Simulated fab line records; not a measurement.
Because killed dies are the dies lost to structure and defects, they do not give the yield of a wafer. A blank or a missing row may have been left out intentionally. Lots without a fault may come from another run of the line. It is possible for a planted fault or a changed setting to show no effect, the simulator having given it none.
Chamber matching -- flow sky130 -- 4 sister chambers for SKY_CONTACT_ETCH_17 on rie diel-04
The step etches SiO2 in C4F8/O2/Ar, stops on Si3N4, target depth 340 nm. 4 wafers are shown with their chamber, then 8 later ones without.

## WAFERS WITH THEIR CHAMBER
wafer,chamber,oes product au (a.u.)
L700.1,3,0.896
L700.2,1,0.897
L700.4,0,0.890
L701.2,2,0.895

## WAFERS MISSING THEIR CHAMBER
wafer,oes product au (a.u.)
L701.5,0.900
L701.6,0.890
L702.1,0.893
L702.2,0.891
L702.4,0.897
L703.2,0.891
L703.3,0.891
L703.4,0.892

## THE CHAMBER EACH PASSED THROUGH
wafer,from the rows above,in truth
L701.5,can't be placed: 1 or 3 or 2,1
L701.6,0,0
L702.1,can't be placed: 2 or 0 or 3 or 1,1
L702.2,can't be placed: 0 or 2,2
L702.4,can't be placed: 1 or 3 or 2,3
L703.2,can't be placed: 0 or 2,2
L703.3,can't be placed: 0 or 2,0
L703.4,can't be placed: 0 or 2 or 3 or 1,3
Placed correctly: 1 of 8. Unplaceable from these rows: 7, with the true chamber sitting among the candidates in 7. 0 placed wrongly.
How it was worked out, from the rows above alone: a wafer's distance from a chamber is the root of the sum, over the readings, of the square of ((its reading less the chamber's mean) divided by the reading's scatter). The wafer belongs to the nearest chamber; if the next one is less than 2 further off, it can't be placed. A chamber's mean is the mean of its shown wafers. The scatter: root of mean squared gap, hidden wafer to nearest shown wafer, with one shown wafer a chamber.
